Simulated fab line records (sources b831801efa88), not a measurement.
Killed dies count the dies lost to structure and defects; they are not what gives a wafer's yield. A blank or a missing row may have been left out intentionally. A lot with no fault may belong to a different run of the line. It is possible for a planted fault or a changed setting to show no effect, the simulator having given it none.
A single fault, viewed from 2 desks -- flow sky130 -- each desk holds nothing but its own numbers, with what lay behind them at the end

== AT THE TOOL OWNER'S DESK: implanter-03 ==
SKY_NWELL_IMPLANT_24, tool's own readings: per-lot mean of the sampled wafers with a number, covering each lot this tool ran. If a lot's mean is further than 4 standard deviations from the usual mean, the lot is out of limits and carries the mark OUT (the distance appears in the brackets).
Columns: A = beam-on-s at SKY_NWELL_IMPLANT_24, usual 9.99 s; B = dose-ions-cm2 at SKY_NWELL_IMPLANT_24, usual 9.2e+12; C = faraday-current-uA at SKY_NWELL_IMPLANT_24, usual 51.9
lot,first seen here,A,B,C
L160,day 5 13:21,10.22,9.2e+12,50.9
L167,day 7 06:14,9.86,1.1e+13 (+99 or more) OUT,63.5 (+11) OUT
L169,day 8 00:10,10.08,1.1e+13 (+99 or more) OUT,62.0 (+9.2) OUT
L170,day 8 02:14,9.92,1.1e+13 (+99 or more) OUT,63.0 (+10) OUT
L181,day 10 20:02,9.90,9.2e+12,52.4
Finding of this desk: L167, L169, L170 out of limits; the first was L167 at day 7 06:14, on dose-ions-cm2 at SKY_NWELL_IMPLANT_24. In limits: L160, L181.

== THE METROLOGY DESK ==
Means of the sampled wafers that have a number, per lot and without regard to the tool the lot ran on: this is what the gauges read. If a lot's mean is further than 4 standard deviations from the usual mean, the lot is out of limits and carries the mark OUT (the distance appears in the brackets).
Columns: A = NWELL_2_TW at SKY_NWELL_TW_MEAS_26, usual 502; B = VT_ADJUST_HVTP_OVL at SKY_VT_ADJUST_HVTP_OVL_MEAS_08, usual -0.5 nm
lot,first seen here,A,B
L160,day 5 13:35,493,-0.9
L167,day 7 06:28,540 (+4.9) OUT,-0.8
L168,day 7 14:59,493,-2.9
L169,day 8 00:24,530,-1.3
L170,day 8 02:29,542 (+5.1) OUT,0.0
L171,day 8 08:02,511,-0.3
L172,day 8 12:50,511,-0.8
L176,day 9 23:02,491,0.0
L178,day 10 03:59,512,-2.5
L179,day 10 12:08,501,1.5
L181,day 10 20:17,501,1.2
Finding of this desk: L167, L170 out of limits, first seen on L167 at day 7 06:28 (NWELL_2_TW at SKY_NWELL_TW_MEAS_26). In limits: L160, L168, L169, L171, L172, L176, L178, L179, L181.

== TAKEN TOGETHER ==
The tool owner's desk could have raised an alarm at day 7 06:14, on L167, L169, L170.
At day 7 06:28 the metrology desk could have sounded an alarm, on L167, L170.
The metrology desk holds a record of L169, inside its limits.
On implanter-03, each named lot ran SKY_NWELL_IMPLANT_24.

== WHAT HAD BEEN PUT IN BY THE SIMULATOR ==
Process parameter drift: implanter-03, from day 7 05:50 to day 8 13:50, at SKY_NWELL_IMPLANT_24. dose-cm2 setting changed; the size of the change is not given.
Struck lots among those shown: L167, L169, L170.
Hours from the fault's start to each desk's first reading out of limits: the tool owner's desk, 0; the metrology desk, 1.
